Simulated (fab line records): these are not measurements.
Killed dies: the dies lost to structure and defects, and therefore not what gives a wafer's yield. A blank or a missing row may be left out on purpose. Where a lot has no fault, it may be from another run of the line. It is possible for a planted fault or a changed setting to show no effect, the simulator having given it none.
Matching of chambers :: flow sky130 :: 4 sister chambers for SKY_LI_CONTACT_ETCH_15 on rie_diel-01
The step etches PSG in C4F8/O2/Ar, stops on Si, target depth 600 nm. 4 wafers are shown with their chamber, then 7 later ones without.

## WAFERS PAIRED WITH THEIR CHAMBERS
wafer: L432.6
chamber: 0
oes_product_au (a.u.): 0.835

wafer: L441.2
chamber: 3
oes_product_au (a.u.): 0.836

wafer: L443.1
chamber: 1
oes_product_au (a.u.): 0.841

wafer: L443.4
chamber: 2
oes_product_au (a.u.): 0.835

## WAFERS MISSING THEIR CHAMBER
wafer: L443.6
oes_product_au (a.u.): 0.842

wafer: L449.2
oes_product_au (a.u.): 0.838

wafer: L449.4
oes_product_au (a.u.): 0.842

wafer: L449.6
oes_product_au (a.u.): 0.841

wafer: L451.4
oes_product_au (a.u.): 0.841

wafer: L451.5
oes_product_au (a.u.): 0.839

wafer: L451.6
oes_product_au (a.u.): 0.836

## WHICH CHAMBER EACH WENT THROUGH
wafer: L443.6
from the rows above: 1
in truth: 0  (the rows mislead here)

wafer: L449.2
from the rows above: can't be placed: 3 or 0 or 1 or 2
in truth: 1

wafer: L449.4
from the rows above: 1
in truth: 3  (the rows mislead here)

wafer: L449.6
from the rows above: 1
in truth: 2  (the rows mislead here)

wafer: L451.4
from the rows above: 1
in truth: 1

wafer: L451.5
from the rows above: can't be placed: 1 or 3 or 0 or 2
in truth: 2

wafer: L451.6
from the rows above: can't be placed: 3 or 0 or 2
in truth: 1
Correct placement for 1 of the 7. Not placeable from these rows: 3 (in 2, the candidates include the true chamber). Placed wrongly: 3.
How it was worked out, from the rows above alone: a wafer's distance from a chamber is the root of the sum, over the readings, of the square of ((its reading less the chamber's mean) divided by the reading's scatter). If the next closest chamber is less than 2 further off than the closest, the wafer can't be placed; otherwise it belongs to the closest. Each chamber's mean is taken over the wafers shown for it. The scatter: with one shown wafer a chamber, the root of the mean of the squares of how far each hidden wafer lies from its nearest shown one.
